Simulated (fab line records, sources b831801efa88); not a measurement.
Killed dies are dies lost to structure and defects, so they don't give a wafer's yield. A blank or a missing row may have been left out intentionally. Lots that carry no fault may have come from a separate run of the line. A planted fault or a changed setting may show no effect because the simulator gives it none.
Which of the tools did it? | flow sky130 | Sampling: 6 lots, 18 wafers, 2 of 708 route steps

## WHAT THE GAUGES SHOWED, per wafer
SKY_VIA3_RS_MEAS_22: measurement is done with a four-point probe.
lot  | measured     | on            | VIA3_W_RS (ohm/sq)
L992 | day 39 21:31 | film-metro-03 | 0.2903 0.2927 0.2892
L995 | day 41 10:54 | film-metro-04 | 0.2973 0.2944 0.2927
L103 | day 43 20:09 | film-metro-01 | 0.2906 0.2901 0.2911
L106 | day 44 17:20 | film-metro-04 | 0.2912 0.2893 0.2884
L108 | day 44 18:59 | film-metro-03 | 0.2893 0.2952 0.2925
L113 | day 46 02:14 | film-metro-04 | 0.2917 0.3017 0.2894

## TOOL THAT RAN EACH LOT (tool first, then ch and the chambers of the sampled wafers, then the start)
lot  | SKY_VIA3_SPUTTER_20
L992 | pvd-sputter-01, day 39 21:20
L995 | pvd-sputter-03, day 41 10:43
L103 | pvd-sputter-01, day 43 19:57
L106 | pvd-sputter-02, day 44 17:09
L108 | pvd-sputter-02, day 44 18:48
L113 | pvd-sputter-03, day 46 02:01
- SKY_VIA3_SPUTTER_20: material TiN, target thk 20 nm, time 80 s.

## THE ANSWER, worked out from the rows above alone
Rule: the usual values come from the lots themselves. Put in order of their means at a reading, lots are off if they are a third of the lots or fewer, leave a main group of 4 or more, and stand apart from it by a gap of 3 or more times the standard deviation of the main group's means; of several such gaps the widest counts. A main group is skipped when, at the precision printed for the reading in the tables above, its means are all equal. A lot without any number at a reading at which 4 lots or more have one is off too. Where the step has rows for the other lots, those lots are counted as sound.
No lot is off on any of the readings shown, so nothing can be concluded from this.

## WHAT HAD BEEN PUT IN BY THE SIMULATOR
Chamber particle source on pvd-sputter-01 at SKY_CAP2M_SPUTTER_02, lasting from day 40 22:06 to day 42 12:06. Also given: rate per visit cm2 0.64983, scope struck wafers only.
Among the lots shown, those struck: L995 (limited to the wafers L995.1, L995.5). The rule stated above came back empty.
